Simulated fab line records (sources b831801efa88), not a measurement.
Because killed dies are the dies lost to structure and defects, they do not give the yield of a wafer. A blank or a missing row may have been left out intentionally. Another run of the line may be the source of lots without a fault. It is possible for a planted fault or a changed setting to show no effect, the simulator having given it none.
fab line records -- flow sky130
record lots=12, wafers=36, last_day=50
route steps=708 shown NWELL@82 VT_ADJUST_NCORE@129 SONOS_ONO@169
lots with no fault: from the same line, run without faults
start_h: hours from the record's opening day to when the first of the lot's shown wafers began -- wait_h: hours elapsed since this lot's preceding step -- " identical to the entry in the row above -- L1.1+2: a row that stands for several wafers -- - no value present, or no start provided -- * or withheld: withheld -- < > ~ a bound
route shown NAME@n: names a module that has steps shown in the file, with the first one's number in the route -- usual: mean/standard deviation taken from wafers without a fault -- same: alike in all rows -- chamber/n: place in a boat -- sites: the reading at each site -- _std_site: the values' standard deviation -- _edge_site: inner sites' mean taken away from outer sites' mean -- radius_mm: for every site, how far away it sits from the centre of the wafer -- mask NAME#n: copy n -- behind: the most recent tool/chamber to have shaped the wafer -- hold: reason for holding the lot/hours on hold/outcome of the hold -- device: whichever transistor did not switch (one of n, p or np) -- end of line: at the end of the route, the tests of the same wafers -- a step with no rows: only its recipe -- killed: dies lost to structure and defects at the first sort, not the wafer's yield -- map: a wafer's dies, x killed, . not, _ none there
set.NAME: the setting as run; set.NAME@STEP: as run at that earlier step -- model.NAME: the simulator's own value behind a step, which no gauge read
route steps across a sampled set of lots; one table per step, one row per wafer
services: when a tool's chamber went out of use (start_h, in hours from the record's first day, below 0 if earlier), for how many hours, and the reason
## steps
# step SKY_NWELL_RS_MEAS_29
# recipe thk_meas_gauge=four-point-probe
# usual NWELL_RS=623.7/1.9
lot.wafer,tool,chamber,start_h,wait_h,NWELL_RS[ohm/sq]
L217.1,film_metro-02,-,108.28,0.1,624.8
L217.3,film_metro-02,-,108.28,0.1,624.7
L217.6,film_metro-02,-,108.28,0.1,623.7
L219.1,film_metro-03,-,119.01,0.1,627.1
L219.3,film_metro-03,-,119.01,0.1,625.9
L219.4,film_metro-03,-,119.01,0.1,624.2
L220.1,film_metro-02,-,123.40,0.2,621.8
L220.4,film_metro-02,-,123.40,0.2,620.8
L220.5,film_metro-02,-,123.40,0.2,619.8
L221.2,film_metro-02,-,144.40,0.1,622.1
L221.3,film_metro-02,-,144.40,0.1,623.1
L221.5,film_metro-02,-,144.40,0.1,622.7
L224.3,film_metro-02,-,145.88,0.1,626.1
L224.4,film_metro-02,-,145.88,0.1,625.6
L224.6,film_metro-02,-,145.88,0.1,624.1
L225.2,film_metro-02,-,152.98,0.1,619.2
L225.3,film_metro-02,-,152.98,0.1,619.8
L225.5,film_metro-02,-,152.98,0.1,620.5
L226.2,film_metro-02,-,160.43,0.1,624.8
L226.5,film_metro-02,-,160.43,0.1,625.2
L226.6,film_metro-02,-,160.43,0.1,625.4
L227.1,film_metro-02,-,164.91,0.1,625.8
L227.2,film_metro-02,-,164.91,0.1,625.7
L227.5,film_metro-02,-,164.91,0.1,625.4
L228.1,film_metro-02,-,169.31,0.1,622.8
L228.5,film_metro-02,-,169.31,0.1,620.4
L228.6,film_metro-02,-,169.31,0.1,623.3
L231.2,film_metro-03,-,188.48,0.1,626.2
L231.3,film_metro-03,-,188.48,0.1,622.5
L231.5,film_metro-03,-,188.48,0.1,624.9
L239.1,film_metro-02,-,238.95,0.1,623.0
L239.3,film_metro-02,-,238.95,0.1,622.2
L239.4,film_metro-02,-,238.95,0.1,622.4
L240.1,film_metro-04,-,246.38,0.1,624.3
L240.3,film_metro-04,-,246.38,0.1,623.1
L240.5,film_metro-04,-,246.38,0.1,624.6
# step SKY_VT_ADJUST_NCORE_STRIP_10
# recipe chemistry=O2/N2, power_w=1400, pressure_mtorr=1500, platen_temp_c=withheld, o2_flow_sccm=3000, n2_flow_sccm=300, overash_fraction=0.5
# usual drypump_motor_current_A=5.7/0.52, n2_flow_sccm=300.1/0.8, oes_product_au=0.716/0.0046, strip_time_to_endpoint_s=14.290/0.026
lot.wafer,tool,chamber,start_h,wait_h,drypump_motor_current_A,n2_flow_sccm,oes_product_au,rf_hours_counter_h,strip_time_to_endpoint_s
L217.1,plasma_asher-01,1,187.92,0.1,6.1,299.8,0.716,48,14.264
L217.3,plasma_asher-01,1,187.92,0.1,6.1,299.9,0.715,-,14.280
L217.6,plasma_asher-01,0,187.92,0.1,6.5,300.5,0.712,-,14.268
L219.1,plasma_asher-04,1,200.04,0.1,4.9,300.8,0.712,53,14.301
L219.3,plasma_asher-04,0,200.04,0.1,6.0,300.9,0.719,-,14.332
L219.4,plasma_asher-04,1,200.04,0.1,4.9,300.5,0.715,-,14.297
L220.1,plasma_asher-01,0,204.77,0.1,6.5,299.7,0.717,50,14.369
L220.4,plasma_asher-01,0,204.77,0.1,6.5,301.1,0.714,-,14.320
L220.5,plasma_asher-01,0,204.77,0.1,6.5,301.2,0.718,-,14.300
L221.2,plasma_asher-04,1,229.56,0.1,4.9,300.5,0.713,56,14.299
L221.3,plasma_asher-04,1,229.56,0.1,4.9,300.5,0.707,-,14.282
L221.5,plasma_asher-04,0,229.56,0.1,6.0,299.6,0.714,-,14.280
L224.3,plasma_asher-02,1,230.85,0.1,5.3,299.6,0.727,-,14.297
L224.4,plasma_asher-02,0,230.85,0.1,5.7,299.1,0.716,-,14.284
L224.6,plasma_asher-02,0,230.85,0.1,5.7,298.9,0.720,-,14.330
L225.2,plasma_asher-04,0,240.89,0.1,6.0,299.1,0.707,57,14.319
L225.3,plasma_asher-04,0,240.89,0.1,6.0,300.4,0.713,-,14.329
L225.5,plasma_asher-04,1,240.89,0.1,4.9,299.1,0.720,-,14.307
L226.2,plasma_asher-01,1,246.83,0.1,6.0,300.2,0.713,53,14.283
L226.5,plasma_asher-01,0,246.83,0.1,6.5,300.5,0.718,-,14.278
L226.6,plasma_asher-01,1,246.83,0.1,6.1,299.0,0.715,-,14.289
L227.1,plasma_asher-02,1,252.81,0.1,5.3,300.7,0.725,14,14.265
L227.2,plasma_asher-02,0,252.81,0.1,5.6,300.4,0.718,14,14.271
L227.5,plasma_asher-02,0,252.81,0.1,5.6,300.7,0.716,-,14.268
L228.1,plasma_asher-04,1,258.74,0.1,4.9,300.0,0.710,59,14.250
L228.5,plasma_asher-04,1,258.74,0.1,4.9,301.1,0.714,-,14.279
L228.6,plasma_asher-04,0,258.74,0.1,6.0,301.0,0.719,-,14.290
L231.2,plasma_asher-02,0,279.76,0.1,5.7,299.1,0.709,16,14.326
L231.3,plasma_asher-02,1,279.76,0.1,5.3,301.5,0.712,-,14.308
L231.5,plasma_asher-02,0,279.76,0.1,5.6,300.9,0.715,-,14.269
L239.1,plasma_asher-02,1,337.59,0.1,5.4,300.2,0.718,22,14.271
L239.3,plasma_asher-02,0,337.59,0.1,5.6,300.3,0.711,-,14.271
L239.4,plasma_asher-02,1,337.59,0.1,5.3,298.1,0.717,-,14.271
L240.1,plasma_asher-04,1,348.98,0.1,4.9,299.3,0.721,67,14.307
L240.3,plasma_asher-04,1,348.98,0.1,4.9,300.5,0.711,-,14.304
L240.5,plasma_asher-04,1,348.98,0.1,4.9,300.2,0.713,-,14.276
# step SKY_SONOS_ONO_THK_MEAS_01
# recipe reads=SiO2_of_SONOS_ONO_OXIDATION_00
# usual SONOS_ONO_OXIDATION_THK=2.58/0.056
lot.wafer,tool,chamber,start_h,wait_h,SONOS_ONO_OXIDATION_THK[nm]
L217.1,film_metro-01,-,260.15,0.0,2.52
L217.3,film_metro-01,-,260.15,0.0,2.54
L217.6,film_metro-01,-,260.15,0.0,2.46
L219.1,film_metro-03,-,270.87,0.0,2.65
L219.3,film_metro-03,-,270.87,0.0,2.59
L219.4,film_metro-03,-,270.87,0.0,2.58
L220.1,film_metro-04,-,274.44,0.0,2.55
L220.4,film_metro-04,-,274.44,0.0,2.50
L220.5,film_metro-04,-,274.44,0.0,2.50
L221.2,film_metro-01,-,304.41,0.0,2.60
L221.3,film_metro-01,-,304.41,0.0,2.55
L221.5,film_metro-01,-,304.41,0.0,2.62
L224.3,film_metro-04,-,305.77,0.0,2.65
L224.4,film_metro-04,-,305.77,0.0,2.56
L224.6,film_metro-04,-,305.77,0.0,2.60
L225.2,film_metro-04,-,315.18,0.0,2.52
L225.3,film_metro-04,-,315.18,0.0,2.40
L225.5,film_metro-04,-,315.18,0.0,2.56
L226.2,film_metro-01,-,323.88,0.0,2.62
L226.5,film_metro-01,-,323.88,0.0,2.54
L226.6,film_metro-01,-,323.88,0.0,2.60
L227.1,film_metro-04,-,329.74,0.0,2.61
L227.2,film_metro-04,-,329.74,0.0,2.59
L227.5,film_metro-04,-,329.74,0.0,2.57
L228.1,film_metro-01,-,338.83,0.0,2.50
L228.5,film_metro-01,-,338.83,0.0,2.58
L228.6,film_metro-01,-,338.83,0.0,2.51
L231.2,film_metro-01,-,360.44,0.0,2.53
L231.3,film_metro-01,-,360.44,0.0,2.47
L231.5,film_metro-01,-,360.44,0.0,2.46
L239.1,film_metro-03,-,425.52,0.0,2.64
L239.3,film_metro-03,-,425.52,0.0,2.59
L239.4,film_metro-03,-,425.52,0.0,2.64
L240.1,film_metro-01,-,438.88,0.0,2.60
L240.3,film_metro-01,-,438.88,0.0,2.58
L240.5,film_metro-01,-,438.88,0.0,2.53
# step SKY_SONOS_ONO_CVD_02
# recipe material=Si3N4, precursor=DCS/NH3, target_thk_nm=10.5, temp_c=770, time_s=180, pressure_mtorr=246.2
# usual spike_tc_top_C=782/3.6
lot.wafer,tool,chamber,start_h,wait_h,spike_tc_top_C
L217.1,lpcvd-02,1,261.46,1.3,786
L217.3,lpcvd-02,1,261.46,1.3,784
L217.6,lpcvd-02,1,261.46,1.3,786
L219.1,lpcvd-02,1,270.93,0.1,785
L219.3,lpcvd-02,1,270.93,0.1,787
L219.4,lpcvd-02,1,270.93,0.1,785
L220.1,lpcvd-02,1,275.13,0.7,785
L220.4,lpcvd-02,1,275.13,0.7,785
L220.5,lpcvd-02,1,275.13,0.7,786
L221.2,lpcvd-02,1,304.90,0.5,786
L221.3,lpcvd-02,1,304.90,0.5,788
L221.5,lpcvd-02,1,304.90,0.5,785
L224.3,lpcvd-02,0,305.95,0.2,777
L224.4,lpcvd-02,0,305.95,0.2,778
L224.6,lpcvd-02,0,305.95,0.2,779
L225.2,lpcvd-02,0,315.77,0.6,777
L225.3,lpcvd-02,0,315.77,0.6,777
L225.5,lpcvd-02,0,315.77,0.6,781
L226.2,lpcvd-02,1,325.03,1.1,785
L226.5,lpcvd-02,1,325.03,1.1,787
L226.6,lpcvd-02,1,325.03,1.1,785
L227.1,lpcvd-02,1,330.62,0.9,785
L227.2,lpcvd-02,1,330.62,0.9,784
L227.5,lpcvd-02,1,330.62,0.9,786
L228.1,lpcvd-02,0,338.89,0.1,777
L228.5,lpcvd-02,0,338.89,0.1,777
L228.6,lpcvd-02,0,338.89,0.1,780
L231.2,lpcvd-02,1,360.82,0.4,786
L231.3,lpcvd-02,1,360.82,0.4,785
L231.5,lpcvd-02,1,360.82,0.4,786
L239.1,lpcvd-02,0,425.58,0.1,778
L239.3,lpcvd-02,0,425.58,0.1,780
L239.4,lpcvd-02,0,425.58,0.1,778
L240.1,lpcvd-02,0,438.94,0.1,779
L240.3,lpcvd-02,0,438.94,0.1,779
L240.5,lpcvd-02,0,438.94,0.1,779
# step SKY_SONOS_ONO_THK_MEAS_03
# recipe reads=Si3N4_of_SONOS_ONO_CVD_02
# usual SONOS_ONO_CVD_02_THK=10.53/0.13
lot.wafer,tool,chamber,start_h,wait_h,hold,SONOS_ONO_CVD_02_THK[nm]
L217.1,film_metro-01,-,262.51,0.0,-,10.49
L217.3,film_metro-01,-,262.51,0.0,-,10.56
L217.6,film_metro-01,-,262.51,0.0,-,10.51
L219.1,film_metro-04,-,271.98,0.0,-,10.68
L219.3,film_metro-04,-,271.98,0.0,-,10.76
L219.4,film_metro-04,-,271.98,0.0,-,10.80
L220.1,film_metro-03,-,276.18,0.0,-,10.68
L220.4,film_metro-03,-,276.18,0.0,-,10.50
L220.5,film_metro-03,-,276.18,0.0,-,10.51
L221.2,film_metro-03,-,305.96,0.0,-,10.67
L221.3,film_metro-03,-,305.96,0.0,-,10.48
L221.5,film_metro-03,-,305.96,0.0,-,10.55
L224.3,film_metro-04,-,307.02,0.0,-,10.55
L224.4,film_metro-04,-,307.02,0.0,-,10.51
L224.6,film_metro-04,-,307.02,0.0,-,10.52
L225.2,film_metro-04,-,316.83,0.0,-,10.50
L225.3,film_metro-04,-,316.83,0.0,-,10.55
L225.5,film_metro-04,-,316.83,0.0,-,10.56
L226.2,film_metro-01,-,326.09,0.0,-,10.59
L226.5,film_metro-01,-,326.09,0.0,-,10.63
L226.6,film_metro-01,-,326.09,0.0,-,10.76
L227.1,film_metro-03,-,331.67,0.0,-,10.83
L227.2,film_metro-03,-,331.67,0.0,-,10.69
L227.5,film_metro-03,-,331.67,0.0,-,10.76
L228.1,film_metro-03,-,339.94,0.0,-,10.36
L228.5,film_metro-03,-,339.94,0.0,-,10.31
L228.6,film_metro-03,-,339.94,0.0,-,10.45
L231.2,film_metro-03,-,361.88,0.0,await_dispo/0.2h/release,7.04
L231.3,film_metro-03,-,361.88,0.0,await_dispo/0.2h/release,7.01
L231.5,film_metro-03,-,361.88,0.0,await_dispo/0.2h/release,6.99
L231.2,film_metro-03,-,362.11,0.2,-,7.04
L231.3,film_metro-03,-,362.11,0.2,-,7.01
L231.5,film_metro-03,-,362.11,0.2,-,6.99
L239.1,film_metro-04,-,426.63,0.0,-,10.54
L239.3,film_metro-04,-,426.63,0.0,-,10.37
L239.4,film_metro-04,-,426.63,0.0,-,10.48
L240.1,film_metro-01,-,439.99,0.0,-,10.30
L240.3,film_metro-01,-,439.99,0.0,-,10.21
L240.5,film_metro-01,-,439.99,0.0,-,10.33
## services
tool,chamber,start_h,hours,kind
lpcvd-02,-,171.83,1.4,repair
plasma_asher-04,-,200.80,1.1,repair
plasma_asher-02,-,217.26,1.2,repair
plasma_asher-01,-,226.88,4.0,pm
lpcvd-02,-,239.18,2.8,pm
plasma_asher-04,-,314.73,1.1,repair
plasma_asher-01,-,330.50,3.5,repair
plasma_asher-04,-,384.56,5.2,pm
plasma_asher-01,-,421.25,9.0,pm
plasma_asher-01,0,421.25,9.0,vent_cycle
plasma_asher-01,1,421.25,9.0,vent_cycle
plasma_asher-02,-,425.99,15.6,repair
plasma_asher-01,0,430.25,-,clean
plasma_asher-01,1,430.25,-,clean
plasma_asher-04,-,433.49,3.8,repair
## key
first_sign step=SKY_SONOS_ONO_THK_MEAS_03, reading=visit, direction=added
effect step=SKY_SONOS_ONO_THK_MEAS_03, reading=SONOS_ONO_CVD_02_THK, direction=down, sigmas=27, usual=10.53, struck=7.01
met_at SKY_SONOS_ONO_CVD_02
struck_lots L231
struck_wafers L231.2,L231.3,L231.5
tester_left_out L231
not_acting_at SKY_NWELL_RS_MEAS_29,SKY_VT_ADJUST_NCORE_STRIP_10,SKY_SONOS_ONO_THK_MEAS_01
onset_between 330.62 360.82
fault kind=process_parameter_drift, tool=lpcvd-02, chamber=1, onset_h=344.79, steps=SKY_SONOS_ONO_CVD_02, channel=target_thk_nm, offset=-3.5394, shape=step, end_h=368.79, acts_in=these_recipes_only, stated=10.5
# tester_left_out: of these lots the tester's yield and bins aren't shown, on N5 and GAA mostly nor the transistor test; their killed dies are dies lost to structure and defects alone, not to doping, threshold or leakage, so they don't give the yield
